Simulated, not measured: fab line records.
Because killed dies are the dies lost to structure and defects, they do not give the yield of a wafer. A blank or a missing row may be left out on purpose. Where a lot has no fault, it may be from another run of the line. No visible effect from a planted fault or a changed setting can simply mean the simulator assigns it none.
Commonality check across tools ; flow gf180mcu ; Sample size 13 lots and 39 wafers

## WHY IT WAS OPENED
At GF_DNWELL_TW_MEAS_09 the reading DNWELL_TW is flagged on 2 of 13 lots. Fault-free wafers read 1338, with a standard deviation of 7.7.
Rule: a lot is flagged when every wafer of it that has a number lies more than 4 standard deviations from that mean, or none has a number. All remaining lots are regarded as sound.

lot;measured;on;DNWELL_TW, wafer by wafer;flag
L863;day 2 20:26;filmMetro-04;1336 1332 1331;
L864;day 3 03:53;filmMetro-01;1329 1341 1331;
L866;day 3 14:58;filmMetro-04;1342 1349 1344;
L868;day 3 23:10;filmMetro-01;1331 1323 1337;
L873;day 5 03:38;filmMetro-02;1335 1332 1331;
L875;day 5 13:13;filmMetro-02;1334 1327 1328;
L876;day 5 18:26;filmMetro-04;1336 1330 1336;
L877;day 6 00:20;filmMetro-04;1190 1182 1190;FLAGGED
L878;day 6 05:05;filmMetro-01;1197 1194 1187;FLAGGED
L879;day 6 09:20;filmMetro-01;1344 1338 1334;
L880;day 6 19:25;filmMetro-04;1348 1347 1352;
L882;day 7 01:22;filmMetro-02;1341 1342 1343;
L884;day 7 13:22;filmMetro-02;1341 1347 1340;
Average over the flagged lots: 1190; offset from the usual -148, equal to -19 standard deviations.

## WHICH TOOL EACH LOT WENT THROUGH
The record keeps 1 process step preceding the reading, out of 602 steps on the route. Read each cell as the tool, then ch plus the chambers that the sampled wafers visited, then the start.
lot;flag;GF_DNWELL_IMPLANT_07
L863;;implanter-02 ch 0, day 2 20:12
L864;;implanter-01 ch 0, day 3 03:40
L866;;implanter-02 ch 0, day 3 14:43
L868;;implanter-01 ch 0, day 3 22:55
L873;;implanter-02 ch 0, day 5 03:23
L875;;implanter-01 ch 0, day 5 12:58
L876;;implanter-01 ch 0, day 5 18:11
L877;FLAGGED;implanter-01 ch 0, day 6 00:06
L878;FLAGGED;implanter-01 ch 0, day 6 04:50
L879;;implanter-04 ch 0, day 6 09:07
L880;;implanter-04 ch 0, day 6 19:10
L882;;implanter-04 ch 0, day 7 01:07
L884;;implanter-04 ch 0, day 7 13:07
What these steps do:
- GF_DNWELL_IMPLANT_07
- GF_DNWELL_TW_MEAS_09

## FLAGGED OVER TOTAL, TOOL BY TOOL (the gauges that took the reading come last)
step;tool;lots run;flagged;share of the flagged lots;sound lots run after its first flagged lot
GF_DNWELL_IMPLANT_07;implanter-01;6;2;all;0
GF_DNWELL_IMPLANT_07;implanter-02;3;0;none;-
GF_DNWELL_IMPLANT_07;implanter-04;4;0;none;-
GF_DNWELL_TW_MEAS_09;filmMetro-01;4;1;some;1 (L879)
GF_DNWELL_TW_MEAS_09;filmMetro-02;4;0;none;-
GF_DNWELL_TW_MEAS_09;filmMetro-04;5;1;some;1 (L880)

## THE TABLE: WHAT IT ALLOWS
1 row of the table ran every flagged lot: implanter-01 at GF_DNWELL_IMPLANT_07.
- implanter-01 at GF_DNWELL_IMPLANT_07 ran 6 lots, 2 of them flagged. Its last sound lot is L876 (day 5 18:11), its first flagged lot L877 (day 6 00:06): a fault that began between those two fits. Its own readings (doseIonsCm2, faradayCurrentUA) fall more than 4 standard deviations out on all wafers of the flagged lots.
One tool is left: implanter-01 at GF_DNWELL_IMPLANT_07.

## WHAT THE SIMULATOR HAD PUT IN
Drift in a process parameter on implanter-01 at GF_DNWELL_IMPLANT_07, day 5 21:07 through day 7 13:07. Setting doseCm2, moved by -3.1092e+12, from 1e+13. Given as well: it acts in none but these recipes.
Struck lots among those shown: L877, L878. This agrees with what the rule above found.
